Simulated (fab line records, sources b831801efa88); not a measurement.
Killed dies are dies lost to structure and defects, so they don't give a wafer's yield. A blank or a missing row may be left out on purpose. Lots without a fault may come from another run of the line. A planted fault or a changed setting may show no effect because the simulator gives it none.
Split-lot experiment | flow sfq_line | 5 lots, 23 wafers read, on a route of 325 steps

THE SPLIT
At SFQ_TRILAYER_JJ_CE_LITHO_COAT_114 (resist thk 600 nm), the setting resist_thk_nm was moved away from the recipe's 600 nm on 8 of the 23 wafers read, by -5.9% to +1.8%. The other wafers ran this setting at the recipe's value.

FROM THE SPLIT TO THE READING: what the file shows between them, 1 step
- SFQ_TRILAYER_JJ_CE_BARC_OPEN_RIE_150: chemistry O2, target BARC, target depth 240 nm, time 80 s (also split here: bias_w)

THE READING
KrF_of_TRILAYER_JJ_CE_LITHO_COAT_114.thk_nm (the simulator's own value, which no gauge read), in nm, at SFQ_TRILAYER_JJ_CE_ETCH_RIE_118 (chemistry SF6, target Nb, stops on Al2O3, time 97.7 s, target depth 170 nm). The file gives no usual value for it. The 15 wafers here that ran the recipe average 477.3 nm, standard deviation 1.9 nm.

wafer  | tool, chamber at the split | resist_thk_nm as run, nm | against the recipe | KrF_of_TRILAYER_JJ_CE_LITHO_COAT_114.thk_nm, nm | against lot-mates on the recipe
L074.2 | litho_track-03, 0          | 600                      | recipe             | 476                                             | -
L074.3 | litho_track-03, 0          | 600                      | recipe             | 476.6                                           | -
L074.4 | litho_track-03, 0          | 600                      | recipe             | 475.9                                           | -
L074.6 | litho_track-03, 0          | 600                      | recipe             | 475.9                                           | -
L074.5 | litho_track-03, 0          | 600                      | recipe             | 476.9                                           | -
L076.1 | litho_track-04, 0          | 600                      | recipe             | 478.4                                           | -
L076.2 | litho_track-04, 0          | 610.5                    | +1.8%              | 488.4                                           | +9.8
L076.3 | litho_track-04, 0          | 600                      | recipe             | 478.9                                           | -
L076.4 | litho_track-04, 0          | 610.5                    | +1.8%              | 486.8                                           | +8.2
L076.6 | litho_track-04, 0          | 610.5                    | +1.8%              | 488                                             | +9.4
L077.2 | litho_track-03, 0          | 564.8                    | -5.9%              | 444.3                                           | -35.3
L077.3 | litho_track-03, 0          | 564.8                    | -5.9%              | 442                                             | -37.6
L077.4 | litho_track-03, 0          | 600                      | recipe             | 479                                             | -
L077.5 | litho_track-03, 0          | 600                      | recipe             | 480.3                                           | -
L077.6 | litho_track-03, 0          | 564.8                    | -5.9%              | 443.9                                           | -35.8
L079.1 | litho_track-02, 0          | 590.9                    | -1.5%              | 463.9                                           | -11.2
L079.3 | litho_track-02, 0          | 590.9                    | -1.5%              | 463.6                                           | -11.5
L079.4 | litho_track-02, 0          | 600                      | recipe             | 476.3                                           | -
L079.5 | litho_track-02, 0          | 600                      | recipe             | 472.5                                           | -
L079.6 | litho_track-02, 0          | 600                      | recipe             | 476.4                                           | -
L083.1 | litho_track-04, 0          | 600                      | recipe             | 480                                             | -
L083.2 | litho_track-04, 0          | 600                      | recipe             | 478.8                                           | -
L083.6 | litho_track-04, 0          | 600                      | recipe             | 478                                             | -

THE FIT
A straight line over all 23 wafers: KrF_of_TRILAYER_JJ_CE_LITHO_COAT_114.thk_nm changes by +5.88 nm for each +1% of resist_thk_nm; r = +0.99; the points scatter about the line by 2.2 nm.
The same after taking each lot's own level away (the mean of its wafers on the recipe; 23 wafers): +6.09 nm for each +1%; r = +1.00; scatter 1.2 nm.
On that fit, the largest move of resist_thk_nm shifts the reading by 36 nm.
The lots' own levels span 475.07 to 479.65 nm, that is 2.4 times the standard deviation above.
So the lot-to-lot level changes the slope little: the two slopes agree.
Check: with one of the wafers moved furthest among these (-5.9%) left out of the fit, the line predicts -36.6 nm for it against its lot-mates. It came out at -35.3 nm against them.

OTHER SPLITS ON THESE WAFERS
These wafers also went through other splits before the reading. Each is held against what the fit with the lots' levels taken away leaves over:
other split on the same wafers                    | wafers away from the commonest value | r with KrF_of_TRILAYER_JJ_CE_LITHO_COAT_114.thk_nm (lot level and that fit taken away)
SFQ_TRILAYER_M4_BARC_OPEN_METAL_ETCH_123 icp_w    | 10                                   | +0.48
SFQ_TRILAYER_I4_VIA_LITHO_COAT_103 spin_rpm       | 5                                    | +0.08
SFQ_TRILAYER_I4_VIA_BARC_OPEN_VIA_ETCH_146 bias_w | 8                                    | +0.08
SFQ_TRILAYER_JJ_TRILAYER_DEP_SPUTTER_109 time_s   | 9                                    | -0.32
SFQ_TRILAYER_JJ_CE_BARC_OPEN_RIE_150 bias_w       | 10                                   | -0.11

THE WHOLE CHAIN: every reading that the file lists as answering this split, in the file's order
step                              | what it does                                                               | reading                                                                                      | change (the file's fit)              | r (the file's)
SFQ_TRILAYER_JJ_CE_LITHO_COAT_114 | resist thk 600 nm                                                          | KrF_of_TRILAYER_JJ_CE_LITHO_COAT_114.thk_nm (the simulator's own value, which no gauge read) | +6.07 nm for each +1% of the setting | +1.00
SFQ_TRILAYER_JJ_CE_ETCH_RIE_118   | chemistry SF6, target Nb, stops on Al2O3, time 97.7 s, target depth 170 nm | KrF_of_TRILAYER_JJ_CE_LITHO_COAT_114.thk_nm (the simulator's own value, which no gauge read) | +6.18 nm for each +1% of the setting | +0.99

THE FILE'S OWN FIT
KrF_of_TRILAYER_JJ_CE_LITHO_COAT_114.thk_nm changes by +6.18 nm for each +1% of resist_thk_nm, r = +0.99.
